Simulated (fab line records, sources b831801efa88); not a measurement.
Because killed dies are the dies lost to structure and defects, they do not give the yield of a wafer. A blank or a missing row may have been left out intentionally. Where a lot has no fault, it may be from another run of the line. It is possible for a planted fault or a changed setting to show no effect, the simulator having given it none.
fab line records -- flow gf180mcu
[record] lots = 12, wafers = 36, last_day = 34
route steps=602 shown CONTACT@309 M1@316 V1@337
lots that met no fault: taken from a fault-free run of the same line
start_h: the number of hours between the record's first day and the start of the first shown wafer of the lot -- wait_h: hours from the lot's prior step to this one -- " identical to the entry in the row above -- L1.1+2: a single row standing in for several wafers -- - no value, or no start was given -- * or withheld: withheld -- < > ~ a bound
route shown NAME@n: NAME is a module with steps in the file, n the number in the route of the first one -- usual: mean/standard deviation taken from wafers without a fault -- same: alike in all rows -- chamber/n: place in a boat -- sites: each site's reading -- _std_site: standard deviation across them -- _edge_site: inner sites' mean taken away from outer sites' mean -- radius_mm: for every site, how far away it sits from the centre of the wafer -- mask NAME#n: copy n -- behind: the tool/chamber that last shaped the wafer -- hold: why the lot was held/for how many hours/how that ended -- device: which transistor (n, p or np) failed to switch -- end of line: the route-end tests of the same wafers -- where a step has no rows: the recipe by itself -- killed: not the wafer's yield, but the dies lost to structure and defects at the first sort -- map: the dies of a wafer, with x for killed, . for not killed, _ for no die there
set.NAME: the setting as run; set.NAME@STEP: as run at that earlier step -- model.NAME: the simulator's own value behind a step, which no gauge read
a sample of lots followed through the steps of the route, with each step as a table and each wafer as a row
services: the hour from which a tool's chamber was out of use, counted from the record's first day as start_h (under 0 if before that day), plus the number of hours and why
[[steps]]
[step GF_CONTACT_SPUTTER_22]
[recipe] material = Ti, target_thk_nm = 15, chamber_pressure_pa = 5, power_w = 2500, substrate_temp_c = 200, time_s = 80.02
[usual] throttle_valve_pct = 30.1/0.85
[same] time_s = 80.02
lot.wafer,tool,chamber,start_h,wait_h,throttle_valve_pct
L365.2,pvd_sputter-02,-,363.32,0.0,30.2
L365.4,pvd_sputter-02,-,363.32,0.0,31.4
L365.5,pvd_sputter-02,-,363.32,0.0,31.0
L366.1,pvd_sputter-01,-,372.33,0.0,31.1
L366.3,pvd_sputter-01,-,372.33,0.0,29.9
L366.6,pvd_sputter-01,-,372.33,0.0,29.8
L369.1,pvd_sputter-01,-,399.22,0.0,30.0
L369.4,pvd_sputter-01,-,399.22,0.0,30.7
L369.5,pvd_sputter-01,-,399.22,0.0,27.6
L370.1,pvd_sputter-03,-,407.62,0.0,29.9
L370.5,pvd_sputter-03,-,407.62,0.0,30.2
L370.6,pvd_sputter-03,-,407.62,0.0,30.8
L371.2,pvd_sputter-03,-,416.27,0.0,30.6
L371.4,pvd_sputter-03,-,416.27,0.0,30.1
L371.6,pvd_sputter-03,-,416.27,0.0,30.2
L372.3,pvd_sputter-03,-,425.37,0.0,29.8
L372.5,pvd_sputter-03,-,425.37,0.0,31.0
L372.6,pvd_sputter-03,-,425.37,0.0,30.1
L373.2,pvd_sputter-02,-,435.31,0.0,30.1
L373.3,pvd_sputter-02,-,435.31,0.0,31.6
L373.6,pvd_sputter-02,-,435.31,0.0,31.0
L374.2,pvd_sputter-03,-,447.20,0.0,30.0
L374.5,pvd_sputter-03,-,447.20,0.0,30.9
L374.6,pvd_sputter-03,-,447.20,0.0,30.6
L375.1,pvd_sputter-02,-,447.87,0.0,31.2
L375.2,pvd_sputter-02,-,447.87,0.0,28.9
L375.5,pvd_sputter-02,-,447.87,0.0,31.3
L382.1,pvd_sputter-03,-,515.77,0.0,30.8
L382.2,pvd_sputter-03,-,515.77,0.0,29.9
L382.5,pvd_sputter-03,-,515.77,0.0,31.0
L387.3,pvd_sputter-03,-,547.99,0.0,31.1
L387.5,pvd_sputter-03,-,547.99,0.0,30.0
L387.6,pvd_sputter-03,-,547.99,0.0,29.9
L388.2,pvd_sputter-02,-,558.57,0.0,30.0
L388.4,pvd_sputter-02,-,558.57,0.0,31.4
L388.5,pvd_sputter-02,-,558.57,0.0,28.9
[step GF_M1_SPUTTER_01]
[recipe] material = TiN, target_thk_nm = 30, power_w = 6500, time_s = 25, chamber_pressure_pa = 0.4
[usual] throttle_valve_pct = 30.3/1.1
[same] time_s = 25
lot.wafer,tool,chamber,start_h,wait_h,throttle_valve_pct
L365.2,pvd_sputter-01,-,364.21,0.1,27.6
L365.4,pvd_sputter-01,-,364.21,0.1,29.8
L365.5,pvd_sputter-01,-,364.21,0.1,30.1
L366.1,pvd_sputter-04,-,373.11,0.1,29.9
L366.3,pvd_sputter-04,-,373.11,0.1,30.2
L366.6,pvd_sputter-04,-,373.11,0.1,31.7
L369.1,pvd_sputter-02,-,400.00,0.1,28.9
L369.4,pvd_sputter-02,-,400.00,0.1,30.4
L369.5,pvd_sputter-02,-,400.00,0.1,31.4
L370.1,pvd_sputter-04,-,408.40,0.1,30.4
L370.5,pvd_sputter-04,-,408.40,0.1,31.7
L370.6,pvd_sputter-04,-,408.40,0.1,30.6
L371.2,pvd_sputter-02,-,417.05,0.1,30.1
L371.4,pvd_sputter-02,-,417.05,0.1,28.8
L371.6,pvd_sputter-02,-,417.05,0.1,30.1
L372.3,pvd_sputter-04,-,426.15,0.1,30.1
L372.5,pvd_sputter-04,-,426.15,0.1,31.9
L372.6,pvd_sputter-04,-,426.15,0.1,30.5
L373.2,pvd_sputter-04,-,436.09,0.1,30.4
L373.3,pvd_sputter-04,-,436.09,0.1,30.4
L373.6,pvd_sputter-04,-,436.09,0.1,32.0
L374.2,pvd_sputter-01,-,447.98,0.1,30.3
L374.5,pvd_sputter-01,-,447.98,0.1,29.8
L374.6,pvd_sputter-01,-,447.98,0.1,30.6
L375.1,pvd_sputter-04,-,448.65,0.1,30.3
L375.2,pvd_sputter-04,-,448.65,0.1,30.2
L375.5,pvd_sputter-04,-,448.65,0.1,30.5
L382.1,pvd_sputter-02,-,516.59,0.1,31.1
L382.2,pvd_sputter-02,-,516.59,0.1,30.1
L382.5,pvd_sputter-02,-,516.59,0.1,31.4
L387.3,pvd_sputter-04,-,548.87,0.1,30.1
L387.5,pvd_sputter-04,-,548.87,0.1,30.0
L387.6,pvd_sputter-04,-,548.87,0.1,32.0
L388.2,pvd_sputter-02,-,559.35,0.1,29.1
L388.4,pvd_sputter-02,-,559.35,0.1,30.0
L388.5,pvd_sputter-02,-,559.35,0.1,30.0
[step GF_V1_CVD_02]
[recipe] material = SiO2, target_thk_nm = 850, precursor = TEOS, temp_c = 400, time_s = 94.851, rf_w = 600
[usual] heater_power_w = 614/92
lot.wafer,tool,chamber,start_h,wait_h,heater_power_w
L365.2,pecvd-03,2,387.50,0.0,623
L365.4,pecvd-03,1,387.50,0.0,722
L365.5,pecvd-03,0,387.50,0.0,461
L366.1,pecvd-03,2,396.81,0.1,561
L366.3,pecvd-03,0,396.81,0.1,542
L366.6,pecvd-03,1,396.81,0.1,609
L369.1,pecvd-02,2,424.44,0.1,606
L369.4,pecvd-02,0,424.44,0.1,518
L369.5,pecvd-02,1,424.44,0.1,573
L370.1,pecvd-02,0,432.36,0.1,645
L370.5,pecvd-02,2,432.36,0.1,651
L370.6,pecvd-02,0,432.36,0.1,518
L371.2,pecvd-03,0,442.56,0.0,466
L371.4,pecvd-03,0,442.56,0.0,516
L371.6,pecvd-03,1,442.56,0.0,751
L372.3,pecvd-03,1,452.18,0.0,680
L372.5,pecvd-03,1,452.18,0.0,723
L372.6,pecvd-03,2,452.18,0.0,496
L373.2,pecvd-02,0,461.55,0.0,643
L373.3,pecvd-02,2,461.55,0.0,677
L373.6,pecvd-02,0,461.55,0.0,497
L374.2,pecvd-01,0,473.04,0.0,725
L374.5,pecvd-01,0,473.04,0.0,554
L374.6,pecvd-01,1,473.04,0.0,830
L375.1,pecvd-03,0,473.78,0.1,577
L375.2,pecvd-03,1,473.78,0.1,621
L375.5,pecvd-03,1,473.78,0.1,685
L382.1,pecvd-03,2,539.78,0.1,531
L382.2,pecvd-03,1,539.78,0.1,653
L382.5,pecvd-03,1,539.78,0.1,753
L387.3,pecvd-02,1,572.32,0.0,567
L387.5,pecvd-02,1,572.32,0.0,448
L387.6,pecvd-02,0,572.32,0.0,590
L388.2,pecvd-02,0,582.29,0.0,579
L388.4,pecvd-02,1,582.29,0.0,557
L388.5,pecvd-02,0,582.29,0.0,642
[step GF_V1_THK_MEAS_03]
[recipe] reads = SiO2_of_V1_CVD_02
[usual] V1_CVD_02_THK = 846/13
lot.wafer,tool,chamber,start_h,wait_h,V1_CVD_02_THK[nm]
L365.2,film_metro-02,-,387.58,0.0,823
L365.4,film_metro-02,-,387.58,0.0,837
L365.5,film_metro-02,-,387.58,0.0,840
L366.1,film_metro-01,-,396.87,0.0,841
L366.3,film_metro-01,-,396.87,0.0,835
L366.6,film_metro-01,-,396.87,0.0,847
L369.1,film_metro-02,-,424.51,0.0,837
L369.4,film_metro-02,-,424.51,0.0,864
L369.5,film_metro-02,-,424.51,0.0,868
L370.1,film_metro-01,-,432.43,0.0,867
L370.5,film_metro-01,-,432.43,0.0,851
L370.6,film_metro-01,-,432.43,0.0,873
L371.2,film_metro-03,-,442.67,0.1,824
L371.4,film_metro-03,-,442.67,0.1,831
L371.6,film_metro-03,-,442.67,0.1,835
L372.3,film_metro-03,-,452.27,0.1,827
L372.5,film_metro-03,-,452.27,0.1,833
L372.6,film_metro-03,-,452.27,0.1,850
L373.2,film_metro-01,-,461.63,0.0,852
L373.3,film_metro-01,-,461.63,0.0,838
L373.6,film_metro-01,-,461.63,0.0,859
L374.2,film_metro-01,-,473.11,0.0,827
L374.5,film_metro-01,-,473.11,0.0,844
L374.6,film_metro-01,-,473.11,0.0,854
L375.1,film_metro-01,-,473.85,0.0,828
L375.2,film_metro-01,-,473.85,0.0,835
L375.5,film_metro-01,-,473.85,0.0,842
L382.1,film_metro-01,-,539.88,0.1,798
L382.2,film_metro-01,-,539.88,0.1,832
L382.5,film_metro-01,-,539.88,0.1,837
L387.3,film_metro-03,-,572.41,0.1,861
L387.5,film_metro-03,-,572.41,0.1,874
L387.6,film_metro-03,-,572.41,0.1,876
L388.2,film_metro-01,-,582.37,0.0,851
L388.4,film_metro-01,-,582.37,0.0,868
L388.5,film_metro-01,-,582.37,0.0,861
[step GF_V1_ETCH_16]
[recipe] chemistry = N2/H2, target_depth_a = withheld, overetch_a = withheld, time_s = withheld, target = BARC, ion_energy_ev = 200, source_w = 500, bias_w = 100, pressure_mtorr = 30, n2_flow_sccm = 100, h2_flow_sccm = 200
[usual] drypump_motor_current_A = 5.6/0.37, n2_flow_sccm = 100.0/0.31, oes_product_au = 0.855/0.0052, throttle_valve_pct = 13.226/0.0078
lot.wafer,tool,chamber,start_h,wait_h,drypump_motor_current_A,n2_flow_sccm,oes_product_au,throttle_valve_pct
L365.2,rie_diel-04,3,411.06,0.0,5.5,99.5,0.849,13.231
L365.4,rie_diel-04,0,411.06,0.0,5.3,99.9,0.856,13.243
L365.5,rie_diel-04,2,411.06,0.0,5.6,99.6,0.847,13.210
L366.1,rie_diel-02,0,421.46,0.0,5.7,100.2,0.848,13.223
L366.3,rie_diel-02,1,421.46,0.0,5.3,100.2,0.847,13.224
L366.6,rie_diel-02,3,421.46,0.0,6.1,99.7,0.854,13.230
L369.1,rie_diel-02,0,449.36,0.0,5.7,100.5,0.853,13.222
L369.4,rie_diel-02,3,449.36,0.0,6.0,99.8,0.854,13.217
L369.5,rie_diel-02,1,449.36,0.0,5.3,100.5,0.864,13.234
L370.1,rie_diel-02,0,457.51,0.0,5.7,100.2,0.857,13.237
L370.5,rie_diel-02,3,457.51,0.0,6.1,100.3,0.850,13.232
L370.6,rie_diel-02,0,457.51,0.0,5.7,100.1,0.863,13.223
L371.2,rie_diel-01,3,467.11,0.0,6.1,100.3,0.853,13.230
L371.4,rie_diel-01,0,467.11,0.0,5.0,99.8,0.854,13.232
L371.6,rie_diel-01,3,467.11,0.0,6.1,100.3,0.856,13.226
L372.3,rie_diel-01,0,477.45,0.0,5.0,100.3,0.851,13.214
L372.5,rie_diel-01,0,477.45,0.0,5.0,100.1,0.857,13.230
L372.6,rie_diel-01,1,477.45,0.0,5.7,99.3,0.851,13.226
L373.2,rie_diel-04,1,485.66,0.0,5.5,100.1,0.855,13.229
L373.3,rie_diel-04,3,485.66,0.0,5.5,100.3,0.867,13.227
L373.6,rie_diel-04,2,485.66,0.0,5.6,99.3,0.854,13.217
L374.2,rie_diel-02,1,497.45,0.0,5.3,100.2,0.848,13.238
L374.5,rie_diel-02,0,497.45,0.0,5.7,100.3,0.851,13.229
L374.6,rie_diel-02,3,497.45,0.0,6.1,99.9,0.845,13.233
L375.1,rie_diel-04,1,497.96,0.0,5.4,99.8,0.862,13.222
L375.2,rie_diel-04,2,497.96,0.0,5.6,99.4,0.855,13.224
L375.5,rie_diel-04,0,497.96,0.0,5.3,100.2,0.847,13.234
L382.1,rie_diel-04,1,562.16,0.0,5.5,99.9,0.859,13.221
L382.2,rie_diel-04,2,562.16,0.0,5.7,100.0,0.851,13.224
L382.5,rie_diel-04,3,562.16,0.0,5.5,100.1,0.846,13.231
L387.3,rie_diel-04,1,594.51,0.0,5.5,99.9,0.853,13.217
L387.5,rie_diel-04,0,594.51,0.0,5.3,99.9,0.863,13.216
L387.6,rie_diel-04,3,594.51,0.0,5.5,100.1,0.862,13.229
L388.2,rie_diel-01,3,603.96,0.0,6.1,100.5,0.857,13.231
L388.4,rie_diel-01,2,603.96,0.0,5.5,100.1,0.848,13.225
L388.5,rie_diel-01,2,603.96,0.0,5.5,100.1,0.857,13.224
[[services]]
tool,chamber,start_h,hours,kind
pecvd-03,-,354.32,9.8,repair
pecvd-03,-,368.88,14.0,pm
pvd_sputter-01,-,390.17,3.4,repair
pecvd-02,0,399.89,16.1,repair
rie_diel-01,1,424.45,14.7,repair
pecvd-03,2,431.83,14.3,repair
pvd_sputter-01,-,432.73,6.8,repair
pvd_sputter-02,-,437.63,2.9,repair
pecvd-02,0,441.99,4.9,repair
pecvd-02,-,455.02,0.7,repair
rie_diel-02,2,460.47,50.8,repair
pvd_sputter-04,-,470.16,5.5,repair
pecvd-03,0,512.72,28.4,repair
pecvd-03,1,517.25,6.8,repair
pvd_sputter-01,-,529.28,2.3,repair
rie_diel-02,0,549.69,8.5,repair
pecvd-02,-,553.20,0.3,repair
pecvd-02,-,560.18,3.0,repair
pvd_sputter-03,-,566.41,1.1,repair
pecvd-03,-,572.40,0.8,pm
rie_diel-04,1,579.18,6.6,repair
pvd_sputter-03,-,594.09,1.0,repair
rie_diel-04,0,595.90,26.1,repair
pvd_sputter-03,-,601.55,2.7,repair
[[key]]
[first_sign] step = GF_V1_THK_MEAS_03, reading = V1_CVD_02_THK, direction = down, sigmas = 3.8, usual = 846, struck = 798
effect none on later readings
met_at GF_V1_CVD_02
struck_lots L382
struck_wafers L382.1
not_acting_at GF_CONTACT_SPUTTER_22,GF_M1_SPUTTER_01,GF_V1_ETCH_16
onset_between 473.78 539.78
[fault] kind = process_parameter_drift, tool = pecvd-03, chamber = -, onset_h = 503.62, steps = GF_V1_CVD_02, channel = target_thk_nm, offset = -35.498, shape = step, end_h = 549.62, scope = struck_wafers_only, acts_in = these_recipes_only, stated = 850
